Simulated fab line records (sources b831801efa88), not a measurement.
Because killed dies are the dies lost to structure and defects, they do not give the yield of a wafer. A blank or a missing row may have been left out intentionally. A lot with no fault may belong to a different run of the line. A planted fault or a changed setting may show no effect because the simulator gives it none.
A lot that was struck, set against a sound lot ; flow sky130 ; 14 steps out of a route of 708
Sound: wafers L632.1, L632.2, L632.5. Struck: wafers L625.2, L625.3, L625.4. The cause is given at the end.
For every step that has rows: the tool of each side, followed by ch and its chambers, followed by its first start. Under that, the readings that differ: sound wafers ; struck wafers ; difference of the means ; sigmas: that difference in standard deviations of wafers without a fault.
alike: same words and numbers on both sides, and readings whose means sit less than 2 such deviations apart. not compared: any withheld reading, any reading some wafer has no value for, any bound like >300 that may hide the same value, and any number with overlapping values for which the record gives no deviation.
The two part at a step that has a row with sigmas, a row that says differs or no value, or rows on one side only. When numbers do not overlap yet have no deviation, they are printed without sigmas and do not part them. Lack of a reading on every wafer of one side parts them only where that side has two or more wafers.

first, 3 steps without rows for these wafers: SKY_LDD_P_EXPOSE_04 (exposes mask PSDM, target cd 380 nm); SKY_LDD_P_PEB_05; SKY_LDD_P_DEVELOP_06 (develop time 60 s).
SKY_LDD_P_CD_MEAS_07: target cd 380 nm.
  sound: cd sem-02 at day 24 18:07; struck: cd sem-01 at day 22 20:19
  alike: cd nm
SKY_LDD_P_OVL_MEAS_08:
  sound: overlay-02 at day 24 18:14; struck: overlay-02 at day 22 20:26
  alike: LDD_P_OVL
then, 1 step without rows for these wafers: SKY_LDD_P_IMPLANT_09.
SKY_LDD_P_STRIP_10: strips in O2/N2.
  sound on plasma asher-02 ch 0,1, day 24 18:25; struck on plasma asher-02 ch 0,1, day 22 20:37
  alike: drypump motor current A, oes product au, strip time to endpoint s
  not compared: rf hours counter h
SKY_LDD_P_TW_MEAS_11:
  sound: film metro-04 at day 24 18:31; struck: film metro-01 at day 22 20:43
  alike: LDD_P_TW
then, 4 steps without rows for these wafers: SKY_LDD_HVN_DEHYDRATE_00 (time 60 s); SKY_LDD_HVN_HMDS_01 (prime time 60 s); SKY_LDD_HVN_COAT_02 (resist thk 300 nm); SKY_LDD_HVN_SOFTBAKE_03 (time 60 s).
SKY_LDD_HVN_EXPOSE_04: exposes mask HVNTM, target cd 700 nm.
  sound on iline stepper-01 ch 0, day 25 10:23; struck on iline stepper-01, day 23 10:47
  no value came back on the struck wafers for exposure dose mJ cm2, focus offset nm (nm); on the sound wafers exposure dose mJ cm2 reads 127.02 127.04 127.00
  alike: mask
then, 1 step without rows for these wafers: SKY_LDD_HVN_PEB_05.

## WHERE THEY PART
Only at SKY_LDD_HVN_EXPOSE_04, within this record.

WHY: the cause the simulator had injected
Step skipped in full: iline stepper-01, at SKY_LDD_HVN_EXPOSE_04, from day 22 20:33 onward. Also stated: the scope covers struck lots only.
